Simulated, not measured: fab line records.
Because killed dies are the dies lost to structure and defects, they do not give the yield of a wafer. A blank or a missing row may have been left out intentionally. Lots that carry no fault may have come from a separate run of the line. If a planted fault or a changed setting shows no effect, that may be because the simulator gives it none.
A struck lot beside a sound one + flow sky130 + 14 out of 708 route steps
Sound: wafers L547.1, L547.2, L547.4. Struck: wafer L557.3. (L557.4 of the same lot was not struck and is left out.) The cause comes at the end.
For every step that has rows: the tool of each side, followed by ch and its chambers, followed by its first start. Under that, the readings that differ: sound wafers + struck wafers + difference of the means + sigmas: that difference in standard deviations of wafers without a fault.
alike: readings with means less than 2 such deviations apart, plus words and numbers identical on both sides. not compared: withheld readings, readings lacking a value on some wafer, bounds such as >300 that could conceal the same value, and numbers that have no deviation in the record and whose values overlap.
The two part at a step that has a row with sigmas, a row that says differs or no value, or rows on one side only. Numbers that have no deviation but don't overlap get no sigmas and don't part them. A reading that every wafer of one side lacks parts them only if that side has two wafers or more.

SKY_VIA2_CMP_02: polishes SiO2.
  sound on cmp-01 ch 0,1,2, day 38 08:49; struck on cmp-01 ch 2, day 41 00:19
  alike: edge-zone-pressure-frac, motor-current-A
SKY_VIA2_BOW_MEAS_03:
  struck on film-metro-01, day 41 00:37; sound on film-metro-02, day 38 09:07
  alike: VIA2_BOW
then, 8 steps without rows for these wafers: SKY_VIA2_DEHYDRATE_04 (time 60 s); SKY_VIA2_HMDS_05 (prime time 60 s); SKY_VIA2_COAT_06 (resist thk 60 nm); SKY_VIA2_COAT_07 (resist thk 450 nm); SKY_VIA2_SOFTBAKE_08 (time 90 s); SKY_VIA2_EXPOSE_09 (exposes mask VIM2, target cd 200 nm); SKY_VIA2_PEB_10; SKY_VIA2_DEVELOP_11 (develop time 60 s).
SKY_VIA2_CD_MEAS_12: target cd 200 nm.
  struck on cd-sem-01, day 42 00:21; sound on cd-sem-02, day 39 09:16
  alike: cd-nm
SKY_VIA2_OVL_MEAS_13:
  struck on overlay-01, day 42 00:26; sound on overlay-02, day 39 09:23
| reading       | sound  | struck | difference | sigmas |
|---------------|--------|--------|------------|--------|
| VIA2_OVL (nm) | 6 -1 9 | -7     | -12        | -2     |
SKY_VIA2_ETCH_14: etches BARC in N2/H2, stops on SiO2, time 45.9 s, target depth 60 nm.
  sound on rie-diel-02 ch 0,1,2, day 39 09:25; struck on rie-diel-04 ch 1, day 42 00:28
| reading               | sound             | struck | difference | sigmas |
|-----------------------|-------------------|--------|------------|--------|
| oes-product-au (a.u.) | 0.860 0.861 0.859 | 0.923  | +0.063     | +15    |
| run-length-s (s)      | 74.9 74.2 74.2    | 71.4   | -3.0       | -9     |
  alike: drypump-motor-current-A, throttle-valve-pct
  not compared: rf-hours-counter-h, model.KrF-thick_of_VIA2_COAT_07.thk-nm
SKY_VIA2_ETCH_15: etches SiO2 in C4F8/O2/Ar, stops on TiN, target depth 546 nm, time 84 s.
  sound on rie-diel-02 ch 0,1,2, day 39 09:28; struck on rie-diel-04 ch 1, day 42 00:31
| reading          | sound             | struck | difference | sigmas |
|------------------|-------------------|--------|------------|--------|
| run-length-s (s) | 112.8 111.5 112.2 | 113.5  | +1.3       | +4     |
  alike: oes-product-au
  not compared: rf-hours-counter-h

== WHERE THEY PART ==
First at SKY_VIA2_OVL_MEAS_13; last, within this record, at SKY_VIA2_ETCH_15.

WHY: the cause the simulator had injected
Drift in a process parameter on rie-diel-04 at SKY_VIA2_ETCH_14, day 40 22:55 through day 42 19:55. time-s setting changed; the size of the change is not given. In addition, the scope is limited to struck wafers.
